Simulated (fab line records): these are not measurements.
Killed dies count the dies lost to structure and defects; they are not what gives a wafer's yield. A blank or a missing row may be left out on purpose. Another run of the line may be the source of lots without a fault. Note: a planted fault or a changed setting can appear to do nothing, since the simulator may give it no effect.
Problem report, 8D (eight disciplines) form, completed by code | flow gf180mcu | the parts of the form that need people (team, actions taken, sign-off) are left out

== 1. WHAT IS WRONG ==
SALICIDE_TIN_THK at GF_SALICIDE_THK_MEAS_05 reads a mean of 21.78 nm on 1 wafer of 1 lot; wafers without a fault read 19.83 nm with a standard deviation of 0.22. Measured from the usual mean, that is +8.9 standard deviations.
The step: measures by xrf.
Earliest sighting: wafer L499.6 on filmMetro-04 at day 19 17:08. The record has a number at this step for 36 wafers belonging to 12 lots. The rule behind "out" and "out of limits": a value lying over 4 standard deviations away from the usual mean. The other wafers with a number count as sound.

== 2. WHAT IT IS, AND WHAT IT ISN'T ==
question                    | is                | is not
which readings at this step | SALICIDE_TIN_THK  | -
which lots                  | L499              | L491, L492, L493, L498, L500, L501, L503, L504, L505, L507, L511
which wafers of those lots  | L499.6            | L499.4, L499.5
read on which gauges        | filmMetro-04      | filmMetro-01, filmMetro-02
when                        | from day 19 17:08 | up to then (14 sound wafers); but 21 sound wafers of L500, L501, L503, L504, L505, L507, L511 came after

== 3. SUSPECTS, AND WHAT RULES EACH OUT ==
Counting: any tool at a process step up to the reading remains a suspect provided it ran every lot that is out. Sound lots after the first of them don't rule it out here, since some wafers of a struck lot are sound.
- the gauge at GF_SALICIDE_THK_MEAS_05: kept. All the wafers that are out were read on filmMetro-04, and no step on other tools shows them out.
- pvdSputter-03 at GF_SALICIDE_SPUTTER_03 (material TiN, target thk 20 nm, time 16.7 s): kept. It processed L499, the lot that is out, at day 19 16:58, and its most recent sound lot before then was L493 at day 17 11:13.
The count leaves filmMetro-04 at GF_SALICIDE_THK_MEAS_05 and pvdSputter-03 at GF_SALICIDE_SPUTTER_03.

== 4. THE CAUSE (what the simulator had put in) ==
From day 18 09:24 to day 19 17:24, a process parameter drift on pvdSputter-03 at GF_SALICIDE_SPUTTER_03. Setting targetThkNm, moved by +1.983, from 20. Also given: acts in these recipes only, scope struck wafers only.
2 suspects survive the count, and this tool is in that group.

== 5. THE EFFECT CHAIN, in route order ==
One row per reading whose mean, taken over the struck wafers that have a number, lies over 3 standard deviations from the usual. Only readings whose record carries a usual standard deviation are examined. hours: median over the lots of the time between each lot's start at the first step of this table that gives one and its start at this step. sigmas: the change, counted in usual standard deviations.
hours | step                    | reading          | usual    | on struck wafers | change | sigmas
0     | GF_SALICIDE_THK_MEAS_05 | SALICIDE_TIN_THK | 19.83 nm | 21.78            | +1.95  | +8.9

== 6. WHAT WOULD HAVE CAUGHT IT SOONER ==
In this record the first reading out of limits at a measuring or inspecting step was taken at day 19 17:08, 32 hours after the fault began at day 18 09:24.
Of the tool readings at GF_SALICIDE_SPUTTER_03 for which the record gives a usual standard deviation, none was out on any struck wafer, so an alarm limit of 4 standard deviations on them would not have fired.
Lots out: 1; all had begun GF_SALICIDE_SPUTTER_03 on pvdSputter-03 by day 19 17:08. Had the tool been put on hold then, not one of them would have been saved.
